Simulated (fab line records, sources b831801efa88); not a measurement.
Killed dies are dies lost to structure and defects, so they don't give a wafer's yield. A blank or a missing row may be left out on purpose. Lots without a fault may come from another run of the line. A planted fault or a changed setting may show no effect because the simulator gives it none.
Split-lot experiment | flow sky130 | 5 lots, 23 wafers read, on a route of 708 steps

THE SPLIT
At SKY_RES_PROTECT_COAT_02 (resist thk 1140 nm), the setting spin_rpm was moved away from the recipe's 3000 rpm on 7 of the 23 wafers read, by -6.8% to +4.5%. The other wafers ran this setting at the recipe's value.

The reading is taken at the split's own step.

THE READING
NOVOLAK_of_RES_PROTECT_COAT_02.thk_nm (the simulator's own value, which no gauge read), in nm, at SKY_RES_PROTECT_COAT_02 (resist thk 1140 nm). The file gives no usual value for it. The 16 wafers here that ran the recipe average 1140 nm, standard deviation 2.6 nm.

wafer  | tool, chamber at the split | spin_rpm as run, rpm | against the recipe | NOVOLAK_of_RES_PROTECT_COAT_02.thk_nm, nm | against lot-mates on the recipe
L076.2 | litho_track-03, 0          | 3000                 | recipe             | 1139                                      | -
L076.4 | litho_track-03, 0          | 3000                 | recipe             | 1140                                      | -
L076.5 | litho_track-03, 0          | 3000                 | recipe             | 1138                                      | -
L077.1 | litho_track-01, 0          | 3000                 | recipe             | 1142                                      | -
L077.2 | litho_track-01, 0          | 3000                 | recipe             | 1143                                      | -
L077.4 | litho_track-01, 0          | 3000                 | recipe             | 1145                                      | -
L077.5 | litho_track-01, 0          | 3000                 | recipe             | 1144                                      | -
L077.6 | litho_track-01, 0          | 3000                 | recipe             | 1138                                      | -
L082.1 | litho_track-01, 0          | 3000                 | recipe             | 1140                                      | -
L082.2 | litho_track-01, 0          | 2870                 | -4.3%              | 1165                                      | +25
L082.3 | litho_track-01, 0          | 3000                 | recipe             | 1138                                      | -
L082.4 | litho_track-01, 0          | 3000                 | recipe             | 1143                                      | -
L082.6 | litho_track-01, 0          | 2870                 | -4.3%              | 1167                                      | +27
L083.1 | litho_track-03, 0          | 3000                 | recipe             | 1137                                      | -
L083.2 | litho_track-03, 0          | 3000                 | recipe             | 1137                                      | -
L083.3 | litho_track-03, 0          | 3136                 | +4.5%              | 1109                                      | -29
L083.4 | litho_track-03, 0          | 3136                 | +4.5%              | 1115                                      | -23
L083.6 | litho_track-03, 0          | 3000                 | recipe             | 1139                                      | -
L084.1 | litho_track-02, 0          | 2796                 | -6.8%              | 1185                                      | +46
L084.2 | litho_track-02, 0          | 2796                 | -6.8%              | 1182                                      | +42
L084.3 | litho_track-02, 0          | 3000                 | recipe             | 1137                                      | -
L084.5 | litho_track-02, 0          | 2796                 | -6.8%              | 1179                                      | +40
L084.6 | litho_track-02, 0          | 3000                 | recipe             | 1142                                      | -

THE FIT
A straight line over all 23 wafers: NOVOLAK_of_RES_PROTECT_COAT_02.thk_nm changes by -6.14 nm for each +1% of spin_rpm; r = -0.99; the points scatter about the line by 2.6 nm.
The same after taking each lot's own level away (the mean of its wafers on the recipe; 23 wafers): -6.06 nm for each +1%; r = -0.99; scatter 2.3 nm.
On that fit, the largest move of spin_rpm shifts the reading by 41 nm.
The lots' own levels span 1137.7 to 1142.4 nm, that is 1.8 times the standard deviation above.
So the lot-to-lot level changes the slope little: the two slopes agree.
Check: with one of the wafers moved furthest among these (-6.8%) left out of the fit, the line predicts +40.3 nm for it against its lot-mates. It came out at +45.5 nm against them.

OTHER SPLITS ON THESE WAFERS
These wafers also went through other splits before the reading. Each is held against what the fit with the lots' levels taken away leaves over:
other split on the same wafers    | wafers away from the commonest value | r with NOVOLAK_of_RES_PROTECT_COAT_02.thk_nm (lot level and that fit taken away)
SKY_GATE_OXIDE_SOFTBAKE_06 temp_c | 6                                    | +0.27

THE WHOLE CHAIN: every reading that the file lists as answering this split, in the file's order
step                     | what it does       | reading                                                                                | change (the file's fit)              | r (the file's)
SKY_RES_PROTECT_COAT_02  | resist thk 1140 nm | NOVOLAK_of_RES_PROTECT_COAT_02.thk_nm (the simulator's own value, which no gauge read) | -6.04 nm for each +1% of the setting | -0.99
SKY_RES_PROTECT_STRIP_07 | strips in O2/N2    | strip_time_to_endpoint_s                                                               | withheld for each +1% of the setting | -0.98

THE FILE'S OWN FIT
NOVOLAK_of_RES_PROTECT_COAT_02.thk_nm changes by -6.04 nm for each +1% of spin_rpm, r = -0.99.
